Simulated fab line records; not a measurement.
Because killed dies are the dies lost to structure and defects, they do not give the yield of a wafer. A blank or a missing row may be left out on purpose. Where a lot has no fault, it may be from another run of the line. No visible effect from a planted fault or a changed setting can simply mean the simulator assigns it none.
A struck lot beside a sound one	flow sky130	26 out of 708 route steps
Sound: the wafers L904.1, L904.2, L904.6. Wafers struck: L910.2, L910.3, L910.5. The cause is named last.
Order at every step that has rows: each side's tool, ch and its chambers, its first start. Under that, the readings that differ: sound wafers	struck wafers	difference of the means	sigmas: that difference in standard deviations of wafers without a fault.
alike: readings whose means differ by less than 2 such deviations, and words and numbers that are the same on both sides. not compared: withheld readings, readings that some wafer has no value for, bounds like >300 that may hide the same value, and numbers for which the record gives no deviation and whose values overlap.
The two part at a step that has a row with sigmas, a row that says differs or no value, or rows on one side only. Numbers that have no deviation but don't overlap get no sigmas and don't part them. A reading missing from all wafers of one side parts the sides only when that side holds two or more wafers.

first, 3 steps without rows for these wafers: SKY_CAPM_EXPOSE_09 (exposes mask CAPM, target cd 1000 nm); SKY_CAPM_PEB_10; SKY_CAPM_DEVELOP_11 (develop time 60 s).
SKY_CAPM_OVL_MEAS_12:
  struck on overlay-02, day 40 06:12; sound on overlay-01, day 38 12:05
  alike: CAPM_OVL
SKY_CAPM_METAL_ETCH_13: etches TiN in Cl2/BCl3, stops on SiO2, target depth 220 nm, time 62.9 s.
  sound on rie_metal-04 ch 0,1, day 38 12:07; struck on rie_metal-04 ch 1, day 40 06:14
  alike: drypump_motor_current_A, oes_product_au, throttle_valve_pct
  not compared: rf_hours_counter_h
SKY_CAPM_STRIP_14: strips in O2/N2.
  sound on plasma_asher-03 ch 0,1, day 38 12:11; struck on plasma_asher-03 ch 0,1, day 40 06:18
  alike: drypump_motor_current_A, oes_product_au, strip_time_to_endpoint_s
  not compared: rf_hours_counter_h
then, 6 steps without rows for these wafers: SKY_CAPM_STRIP_15 (strips in post etch residue remover, time 1200 s); SKY_CAPM_CLEAN_16 (cleans in IPA, time 180 s); SKY_CAPM_CLEAN_17 (cleans in O3/DIW); SKY_METAL3_DEHYDRATE_05 (time 60 s); SKY_METAL3_HMDS_06 (prime time 60 s); SKY_METAL3_COAT_07 (resist thk 60 nm).
SKY_METAL3_COAT_08: resist thk 1140 nm.
  sound on litho_track-02 ch 0, day 39 00:00; struck on litho_track-02 ch 0, day 40 18:00
reading	sound	struck	difference	sigmas
model.KrF-thick_of_METAL3_COAT_08.thk_nm (nm)	1138 1139 1143	1252 1253 1253	+113	
  alike: spin_speed_rpm
then, 4 steps without rows for these wafers: SKY_METAL3_SOFTBAKE_09 (time 90 s); SKY_METAL3_EXPOSE_10 (exposes mask MM3, target cd 300 nm); SKY_METAL3_PEB_11; SKY_METAL3_DEVELOP_12 (develop time 60 s).
SKY_METAL3_CD_MEAS_13: the cd target is 300 nm.
  struck on cd_sem-01, day 41 06:42; sound on cd_sem-02, day 39 12:47
reading	sound	struck	difference	sigmas
cd_nm (nm)	299.9 299.5 298.7	301.8 304.4 302.3	+3.5	+2
SKY_METAL3_OVL_MEAS_14:
  struck on overlay-01, day 41 06:48; sound on overlay-01, day 39 12:54
reading	sound	struck	difference	sigmas
METAL3_OVL (nm)	13 2 5	-3 -8 -7	-13	-2
SKY_METAL3_DESCUM_15: chemistry O2, time 8 s.
  sound on rie_metal-04 ch 1, day 39 12:56; struck on rie_metal-04 ch 1, day 41 06:50
reading	sound	struck	difference	sigmas
temp_c (C)	40.28 40.15 40.01	40.00 39.90 39.92	-0.21	-2
model.METAL3.cd_nm (nm)	299.8 299.2 298.4	301.4 303.7 301.4	+3.0	
  alike: drypump_motor_current_A, oes_product_au
  not compared: rf_hours_counter_h
SKY_METAL3_ETCH_16: etches BARC in N2/H2, stops on SiO2, time 88.2 s, target depth 60 nm.
  sound on rie_metal-04 ch 1, day 39 12:59; struck on rie_metal-04 ch 1, day 41 06:52
  alike: drypump_motor_current_A, oes_product_au, throttle_valve_pct
  not compared: rf_hours_counter_h
SKY_METAL3_ETCH_17: etches SiO2 in C4F8/O2/Ar, stops on TiN, time 3.9 s, target depth 15 nm.
  sound on rie_diel-03 ch 0,1,2, day 39 13:11; struck on rie_diel-02 ch 0,2,3, day 41 06:58
reading	sound	struck	difference	sigmas
oes_product_au (a.u.)	0.754 0.768 0.769	0.746 0.746 0.748	-0.017	-2
  not compared: rf_hours_counter_h
SKY_METAL3_METAL_ETCH_18: etches the open film in Cl2/BCl3, stops on SiO2, target depth 845 nm, time 183.1 s.
  sound on rie_metal-03 ch 0,1, day 39 13:13; struck on rie_metal-02 ch 0, day 41 06:59
reading	sound	struck	difference	sigmas
model.KrF-thick_of_METAL3_COAT_08.thk_nm (nm)	525.6 517.1 531	635.4 638.6 637.4	+112.6	
  alike: drypump_motor_current_A, oes_product_au, throttle_valve_pct
  not compared: rf_hours_counter_h
SKY_METAL3_STRIP_19: strips in O2/N2.
  sound on plasma_asher-03 ch 0,1, day 39 13:23; struck on plasma_asher-03 ch 0, day 41 07:10
reading	sound	struck	difference	sigmas
oes_product_au (a.u.)	0.503 0.502 0.501	0.544 0.546 0.546	+0.043	+6
strip_time_to_endpoint_s (s)	6.51 6.44 6.57	7.59 7.64 7.62	+1.11	+10
  alike: drypump_motor_current_A
  not compared: rf_hours_counter_h
then, 1 step without rows for these wafers: SKY_METAL3_STRIP_20 (strips in post etch residue remover, time 1200 s).
-- the record jumps here: 7 days lie between the struck wafers' starts before and after (it left off in module METAL3 and takes up again in module PAD_OPEN, whose first step shown is number 708 of the route) --
SKY_PAD_OPEN_PROBE_99:
  struck on prober-02, day 48 01:44; sound on prober-02, day 46 16:21
  alike: defect_limited_yield, killed_at_M0_to_M3, killed_at_M4_up, killed_at_contacts, killed_at_front_end, killed_at_other, killed_dies, killed_open, killed_short, sort_bin_3_pad_short, sort_bin_5_function, sort_bin_6_memory, sort_n_pass, sort_yield_pct

WHERE THEY PART
First at SKY_METAL3_CD_MEAS_13; last, within this record, at SKY_METAL3_STRIP_19. Later steps at which nothing parts them and some readings are alike: SKY_PAD_OPEN_PROBE_99.

WHY: what the simulator had put in
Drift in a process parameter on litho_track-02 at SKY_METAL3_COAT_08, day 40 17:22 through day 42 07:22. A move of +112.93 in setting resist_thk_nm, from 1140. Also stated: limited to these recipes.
